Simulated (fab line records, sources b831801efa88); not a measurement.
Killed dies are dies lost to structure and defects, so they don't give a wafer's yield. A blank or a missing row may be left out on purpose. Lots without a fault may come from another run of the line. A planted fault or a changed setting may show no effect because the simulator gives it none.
Chamber matching | flow sky130 | SKY_POLY_GATE_ETCH_17 on rie_si-02: 4 sister chambers
The step etches poly-Si in HBr/Cl2, stops on SiO2, target depth 180 nm, time 70.5 s. 14 wafers are shown with their chamber, then 7 later ones without.

WAFERS WITH THEIR CHAMBER
wafer  | chamber | drypump_motor_current_A (A) | HBr_flow_sccm (sccm) | throttle_valve_pct (%)
L982.4 | 1       | 5.2                         | 150.5                | 33.690
L982.5 | 0       | 6.3                         | 150.4                | 33.694
L982.6 | 1       | 5.2                         | 150.6                | 33.678
L983.4 | 2       | 5.9                         | 149.4                | 33.690
L983.5 | 3       | 5.5                         | 149.6                | 33.671
L983.6 | 0       | 6.3                         | 149.8                | 33.680
L986.3 | 0       | 6.3                         | 150.1                | 33.694
L986.4 | 2       | 5.9                         | 150.5                | 33.674
L986.5 | 2       | 5.9                         | 150.2                | 33.676
L988.2 | 0       | 6.2                         | 149.2                | 33.690
L988.3 | 1       | 5.2                         | 150.5                | 33.676
L988.6 | 1       | 5.2                         | 150.8                | 33.686
L989.2 | 1       | 5.2                         | 150.9                | 33.690
L989.4 | 1       | 5.2                         | 151.1                | 33.691

SIGNATURES (means of the wafers above)
reading                 | chamber 0 | chamber 1 | chamber 2 | chamber 3 | scatter within a chamber
drypump_motor_current_A | 6.275     | 5.200     | 5.900     | 5.500     | 0.0274
HBr_flow_sccm           | 149.875   | 150.733   | 150.033   | 149.600   | 0.416
throttle_valve_pct      | 33.68950  | 33.68517  | 33.68000  | 33.67100  | 0.00707
Rule: a wafer's distance from a chamber is the root of the sum, over the readings, of the square of ((its reading less the chamber's mean) divided by the reading's scatter). The wafer belongs to the nearest chamber; if the next one is less than 2 further off, it can't be placed. The scatter: the root of (the sum of the squares of (reading less its chamber's mean) over the shown wafers, divided by (wafers less chambers)).

WAFERS WITHOUT THEIR CHAMBER
wafer  | drypump_motor_current_A (A) | HBr_flow_sccm (sccm) | throttle_valve_pct (%)
L989.6 | 6.2                         | 150.0                | 33.696
L991.1 | 5.2                         | 149.8                | 33.687
L991.2 | 5.9                         | 150.3                | 33.689
L991.3 | 5.5                         | 150.4                | 33.694
L103.1 | 5.5                         | 151.5                | 33.680
L103.3 | 5.9                         | 150.6                | 33.685
L103.6 | 5.9                         | 150.0                | 33.685

WHICH CHAMBER EACH WENT THROUGH
wafer  | from the rows above | in truth
L989.6 | 0                   | 0
L991.1 | 1                   | 1
L991.2 | 2                   | 2
L991.3 | 3                   | 3
L103.1 | 3                   | 3
L103.3 | 2                   | 2
L103.6 | 2                   | 2
Placed correctly: 7 of 7. Can't be placed from these rows: 0. Placed wrongly: 0.
